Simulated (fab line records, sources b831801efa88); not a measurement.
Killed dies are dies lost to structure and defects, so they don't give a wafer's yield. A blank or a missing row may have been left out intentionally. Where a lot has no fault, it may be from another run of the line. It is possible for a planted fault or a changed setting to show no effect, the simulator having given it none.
Chamber matching | flow gf180mcu | GF_V5_CMP_26 on cmp-01: 4 sister chambers
The step polishes, stops on SiO2, t overpolish 15 s, target thk 0 nm. 4 wafers are shown with their chamber, then 7 later ones without.

## WAFERS WITH THEIR CHAMBER
wafer  | chamber | motor-current-A (A)
L651.1 | 2       | 12.7
L651.3 | 1       | 11.8
L652.1 | 3       | 10.0
L652.4 | 0       | 10.9

## WAFERS WITHOUT THEIR CHAMBER
wafer  | motor-current-A (A)
L652.5 | 10.5
L654.1 | 10.0
L654.4 | 11.3
L654.6 | 13.0
L661.1 | 11.9
L661.2 | 12.3
L661.3 | 9.8

## THE CHAMBER EACH PASSED THROUGH
wafer  | from the rows above     | in truth
L652.5 | can't be placed: 0 or 3 | 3
L654.1 | 3                       | 3
L654.4 | can't be placed: 0 or 1 | 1
L654.6 | 2                       | 2
L661.1 | 1                       | 1
L661.2 | can't be placed: 2 or 1 | 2
L661.3 | 3                       | 3
4 of 7 placed correctly. Can't be placed from these rows: 3 (the true chamber is among the candidates in 3). Wrongly placed: 0.
How it was worked out, from the rows above alone: a wafer's distance from a chamber is the root of the sum, over the readings, of the square of ((its reading less the chamber's mean) divided by the reading's scatter). The wafer belongs to the nearest chamber; if the next one is less than 2 further off, it can't be placed. The mean given for a chamber averages the wafers shown for that chamber. The scatter: with one shown wafer a chamber, the root of the mean of the squares of how far each hidden wafer lies from its nearest shown one.
